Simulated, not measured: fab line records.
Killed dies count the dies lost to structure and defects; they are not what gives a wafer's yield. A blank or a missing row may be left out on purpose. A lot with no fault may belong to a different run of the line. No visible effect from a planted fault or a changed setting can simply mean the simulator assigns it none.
8D (eight disciplines) problem report, filled in by code -- flow gf180mcu -- the parts of the form that need people (team, actions taken, sign-off) are left out

== 1. WHAT IS WRONG ==
Across 6 wafers from 2 lots, DUAL_GATE_OXIDATION_00_THK at GF_DUAL_GATE_THK_MEAS_03 averages 12.23 nm, while fault-free wafers read 10.84 nm with a standard deviation of 0.25. That is +5.6 standard deviations from the usual mean.
Seen first at day 10 03:16 on filmMetro-03, wafer L923.2. Wafers with a number at this step in the record: 42, from 14 lots. By rule, "out" or "out of limits" means more than 4 standard deviations away from the usual mean. Any other wafer with a number is counted as sound.

== 2. WHAT IT IS, AND WHAT IT ISN'T ==
question,is,is not
which readings at this step,DUAL_GATE_OXIDATION_00_THK,-
which lots,"L923, L925","L915, L916, L917, L918, L920, L922, L931, L932, L934, L935, L936, L937"
which wafers of those lots,all that have a number,-
read on which gauges,"filmMetro-02, filmMetro-03",filmMetro-04
when,from day 10 03:16,"up to then (18 sound wafers); but 18 sound wafers of L931, L932, L934, L935, L936, L937 came after"

== 3. THE SUSPECTS, EACH WITH WHAT RULES IT OUT ==
Counting: a tool stays on the suspect list if, at a process step up to the reading, it processed all lots that are out and no sound lot following the first of them.
- ruled out: the gauge at GF_DUAL_GATE_THK_MEAS_03. 2 gauges (filmMetro-02, filmMetro-03) read the wafers that are out.
- furnace-02 at GF_DUAL_GATE_OXIDATION_02 (stabilise 600 s, purge 300 s, target thk 10.887 nm): kept. All lots that are out passed through it, beginning with L923 at day 10 01:49, and no sound lot followed; its final sound lot before that point was L922 at day 9 17:11.
Left after counting: furnace-02 at GF_DUAL_GATE_OXIDATION_02.

== 4. THE CAUSE (what the simulator had put in) ==
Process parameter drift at GF_DUAL_GATE_OXIDATION_02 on furnace-02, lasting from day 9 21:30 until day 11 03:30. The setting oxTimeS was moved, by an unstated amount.
The count eliminated every tool but this one.

== 5. THE CHAIN OF EFFECTS, in route order ==
One row per reading whose mean, taken over the struck wafers that have a number, lies over 3 standard deviations from the usual. Only readings whose record carries a usual standard deviation are examined. hours: median over the lots of the time between each lot's start at the first step of this table that gives one and its start at this step. sigmas: the change, counted in usual standard deviations.
hours,step,reading,usual,on struck wafers,change,sigmas
0,GF_DUAL_GATE_THK_MEAS_03,DUAL_GATE_OXIDATION_00_THK,10.84 nm,12.23,+1.39,+5.6
At these later measuring or inspecting steps, every struck wafer for which the step has a row has a number for every such reading, and none has moved that far: GF_M2_OVL_MEAS_15, GF_V2_OVL_MEAS_15.

== 6. HOW IT WOULD HAVE BEEN CAUGHT EARLIER ==
The first out-of-limits reading at a measuring or inspecting step in this record came at day 10 03:16, 6 hours after the fault's start at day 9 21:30.
Of the tool readings at GF_DUAL_GATE_OXIDATION_02 for which the record gives a usual standard deviation, none was out on any struck wafer, so an alarm limit of 4 standard deviations on them would not have fired.
L925, from the lots that are out (2), started GF_DUAL_GATE_OXIDATION_02 on furnace-02 later than day 10 03:16. A hold on the tool at that time would have spared it.
